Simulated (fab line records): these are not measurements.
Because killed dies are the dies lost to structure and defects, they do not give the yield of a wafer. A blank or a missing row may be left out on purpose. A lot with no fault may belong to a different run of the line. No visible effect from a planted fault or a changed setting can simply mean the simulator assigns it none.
Comparing a struck lot with a sound one + flow sky130 + 17 steps out of a route of 708
Sound: these wafers, L720.3, L720.4, L720.5. The struck wafers were L725.1, L725.2, L725.5. The cause is named last.
Order at every step that has rows: each side's tool, ch and its chambers, its first start. Under that, the readings that differ: sound wafers + struck wafers + difference of the means + sigmas: that difference in standard deviations of wafers without a fault.
alike: words and numbers the same on both sides, and readings whose means are apart by under 2 such deviations; not compared: readings that were withheld, readings missing a value for some wafer, numbers with overlapping values and no deviation given by the record, and bounds like >300 which may hide the same value.
The two part at a step that has a row with sigmas, a row that says differs or no value, or rows on one side only. Numbers that don't overlap but have no deviation are shown without sigmas and don't part them. A reading that every wafer of one side lacks parts them only if that side has two wafers or more.

first, 3 steps without rows for these wafers: SKY_LI_CONTACT_EXPOSE_09 (exposes mask LICM1, target cd 170 nm); SKY_LI_CONTACT_PEB_10; SKY_LI_CONTACT_DEVELOP_11 (develop time 60 s).
SKY_LI_CONTACT_CD_MEAS_12: target cd 170 nm.
  sound on cd sem-01, day 30 18:13; struck on cd sem-02, day 32 14:28
| reading    | sound             | struck            | difference | sigmas |
|------------|-------------------|-------------------|------------|--------|
| cd nm (nm) | 168.1 170.6 171.1 | 171.9 172.8 174.0 | +3.0       | +2     |
SKY_LI_CONTACT_OVL_MEAS_13:
  sound on overlay-02, day 30 18:18; struck on overlay-01, day 32 14:35
  alike: LI_CONTACT_OVL
SKY_LI_CONTACT_ETCH_14: etches BARC in N2/H2, stops on SiO2, time 45.9 s, target depth 60 nm.
  sound on rie diel-02 ch 0,1, day 30 18:19; struck on rie diel-02 ch 0,3, day 32 14:37
  alike: drypump motor current A, oes product au, throttle valve pct
  not compared: rf hours counter h
SKY_LI_CONTACT_ETCH_15: etches PSG in C4F8/O2/Ar, stops on Si, target depth 600 nm.
  sound on rie diel-02 ch 0,1, day 30 18:22; struck on rie diel-02 ch 0,3, day 32 14:40
  alike: oes product au
SKY_LI_CONTACT_STRIP_16: strips in O2/N2.
  sound on plasma asher-01 ch 0,1, day 30 18:29; struck on plasma asher-02 ch 0,1, day 32 14:45
  alike: drypump motor current A, oes product au, strip time to endpoint s
  not compared: rf hours counter h
then, 2 steps without rows for these wafers: SKY_LI_CONTACT_CLEAN_17 (cleans in NMP, time 600 s); SKY_LI_CONTACT_PRE_CLEAN_18 (time 5.6 s).
SKY_LI_CONTACT_SPUTTER_19: material Ti, target thk 20 nm, time 106.37 s.
  sound on pvd sputter-02, day 30 18:44; struck on pvd sputter-02, day 32 15:02
  alike: chamber pressure pa, substrate temp c, throttle valve pct
then, 1 step without rows for these wafers: SKY_LI_CONTACT_SPUTTER_20 (material TiN, target thk 20 nm, time 80 s).
SKY_LI_CONTACT_CVD_21: deposits W, target thk 400 nm, time 120.56 s.
  sound on cvd w-02 ch 0,1, day 30 18:55; struck on cvd w-01 ch 0,1, day 32 15:11
| reading                                  | sound                | struck               | difference | sigmas |
|------------------------------------------|----------------------|----------------------|------------|--------|
| susceptor temp C (C)                     | 399.99 399.85 399.78 | 398.27 398.26 398.16 | -1.64      | -7     |
| model.W_of_LI_CONTACT_CVD_21.thk nm (nm) | 393.6 393 398.3      | 383 385 382          | -12        |        |
  alike: heater power w
SKY_LI_CONTACT_RS_MEAS_22: a four-point-probe measurement.
  sound on film metro-04, day 30 19:03; struck on film metro-04, day 32 15:19
| reading                  | sound                | struck               | difference | sigmas |
|--------------------------|----------------------|----------------------|------------|--------|
| LI_CONTACT_W_RS (ohm/sq) | 0.2899 0.2895 0.2855 | 0.2973 0.2948 0.2976 | +0.0083    | +3     |
SKY_LI_CONTACT_THK_MEAS_23: measures by xrf.
  sound on film metro-04, day 30 19:09; struck on film metro-04, day 32 15:26
  alike: LI_CONTACT_W_THK
SKY_LI_CONTACT_CMP_24: polishes, stops on PSG, t overpolish 20 s, target thk 0 nm.
  sound on cmp-01 ch 1,3, day 30 19:11; struck on cmp-02 ch 0,1,2, day 32 15:35
  alike: motor current A, overpolish run s, slurry flow ml min, time to endpoint s
-- the record jumps here: 16 days lie between the struck wafers' starts before and after (it left off in module LI_CONTACT and takes up again in module PAD_OPEN, whose first step shown is number 708 of the route) --
SKY_PAD_OPEN_PROBE_99:
  record: rows for the struck wafers here (prober-02, day 48 08:14), none for the sound ones

## WHERE THEY PART
First at SKY_LI_CONTACT_CD_MEAS_12; last, within this record, at SKY_PAD_OPEN_PROBE_99.

WHY: whatever the simulator had introduced
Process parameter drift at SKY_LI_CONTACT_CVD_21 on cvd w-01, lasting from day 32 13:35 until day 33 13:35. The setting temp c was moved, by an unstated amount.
